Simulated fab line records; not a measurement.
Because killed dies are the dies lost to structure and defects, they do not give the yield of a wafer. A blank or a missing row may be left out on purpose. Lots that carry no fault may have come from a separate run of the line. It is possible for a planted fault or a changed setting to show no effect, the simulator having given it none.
Which tool was responsible? + flow sky130 + 18 wafers from 6 lots sampled at 2 of the route's 708 steps

WHAT THE GAUGES SHOWED, per wafer
SKY_LI_CONTACT_OVL_MEAS_13.
| lot  | measured     | on         | LI_CONTACT_OVL (nm) |
|------|--------------|------------|---------------------|
| L208 | day 29 07:37 | overlay-02 | -6 1 -5             |
| L211 | day 30 21:26 | overlay-02 | -8 -4 -5            |
| L219 | day 33 17:14 | overlay-02 | -1 -5 -2            |
| L222 | day 34 10:01 | overlay-01 | -7 -6 -12           |
| L224 | day 34 15:17 | overlay-01 | -12 -5 1            |
| L226 | day 35 06:49 | overlay-02 | -1 -6 -5            |

EACH LOT AND THE TOOL THAT RAN IT (in order: tool; ch and the chambers of the sampled wafers; start)
| lot  | SKY_LDD_LDN_IMPLANT_10          |
|------|---------------------------------|
| L208 | implanter-04 ch 0, day 23 01:37 |
| L211 | implanter-04 ch 0, day 24 19:34 |
| L219 | implanter-01 ch 0, day 27 19:11 |
| L222 | implanter-04 ch 0, day 28 14:38 |
| L224 | implanter-03 ch 0, day 28 21:20 |
| L226 | implanter-01 ch 0, day 29 13:02 |
- SKY_LDD_LDN_IMPLANT_10

THE ANSWER, worked out from the rows above alone
Rule: usual is defined by the lots themselves. Put in order of their means at a reading, lots are off if they are a third of the lots or fewer, leave a main group of 4 or more, and stand apart from it by a gap of 3 or more times the standard deviation of the main group's means; of several such gaps the widest counts. If all means in a main group match to the digits the tables above print for the reading, that group is not used. A lot without any number at a reading at which 4 lots or more have one is off too. All remaining lots with rows at the step are treated as sound.
No lot is off at any reading shown: from this, nothing can be told.

WHAT HAD BEEN PUT IN BY THE SIMULATOR
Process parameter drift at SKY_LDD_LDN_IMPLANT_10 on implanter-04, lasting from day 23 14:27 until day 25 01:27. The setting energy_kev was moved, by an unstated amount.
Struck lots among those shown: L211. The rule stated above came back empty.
